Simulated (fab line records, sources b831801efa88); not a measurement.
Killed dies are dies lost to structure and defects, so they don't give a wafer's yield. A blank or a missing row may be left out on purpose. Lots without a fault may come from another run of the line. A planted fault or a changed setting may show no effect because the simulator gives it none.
One fault seen from 2 desks | flow gf180mcu | each desk has only its own numbers; what lay behind them comes last

THE TOOL OWNER'S DESK: pvd_sputter-02
The tool's own readings at GF_TOP_METAL_SPUTTER_04 (material TiN, target thk 25 nm, time 20.8 s): means of the sampled wafers that have a number, for each lot that ran on this tool. A lot is out of limits, marked OUT, if its mean lies more than 4 standard deviations from the usual mean; the brackets give that distance.
Columns: A = chamber_pressure_pa at GF_TOP_METAL_SPUTTER_04, usual 0.4000 Pa; B = throttle_valve_pct at GF_TOP_METAL_SPUTTER_04, usual 29.9 %
lot  | first seen here | A                | B
L755 | day 27 12:21    | 0.3998           | 29.9
L756 | day 27 18:11    | 0.3999           | 29.0
L767 | day 31 01:40    | 0.4497 (+58) OUT | 27.4
L770 | day 31 17:37    | 0.4499 (+59) OUT | 27.4
This desk's finding: out of limits on L767, L770; first on L767, day 31 01:40 (chamber_pressure_pa at GF_TOP_METAL_SPUTTER_04). In limits: L755, L756.

THE METROLOGY DESK
What the gauges read, lot by lot, whatever tool the lot ran on: means of the sampled wafers that have a number. A lot is out of limits, marked OUT, if its mean lies more than 4 standard deviations from the usual mean; the brackets give that distance.
Columns: A = cd_nm at GF_V5_CD_MEAS_14, usual 259.8 nm
lot  | first seen here | A
L755 | day 27 10:36    | 260.6
L756 | day 27 16:18    | 259.1
L758 | day 28 09:10    | 259.6
L759 | day 28 15:10    | 258.6
L760 | day 28 17:43    | 260.6
L761 | day 29 06:49    | 259.8
L763 | day 29 20:09    | 260.8
L767 | day 30 23:56    | 260.2
L768 | day 31 03:06    | 261.1
L769 | day 31 11:10    | 259.4
L770 | day 31 15:56    | 260.1
L776 | day 33 04:06    | 258.7
L778 | day 33 15:08    | 258.5
This desk's finding: nothing out of limits on any of the 13 lots.

PUT TOGETHER
The tool owner's desk could have raised an alarm at day 31 01:40, on L767, L770.
The metrology desk saw nothing out of limits.
The metrology desk has L767, L770 on record, within its limits.
Of the lots named, all ran GF_TOP_METAL_SPUTTER_04 on pvd_sputter-02.

WHAT THE SIMULATOR HAD PUT IN
Process parameter drift: pvd_sputter-02, from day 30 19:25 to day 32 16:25, at GF_TOP_METAL_SPUTTER_04. Setting chamber_pressure_pa, moved by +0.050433, from 0.4. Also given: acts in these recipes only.
Lots struck among those shown: L767, L770.
Hours from the fault's start to each desk's first reading out of limits: the tool owner's desk, 6.
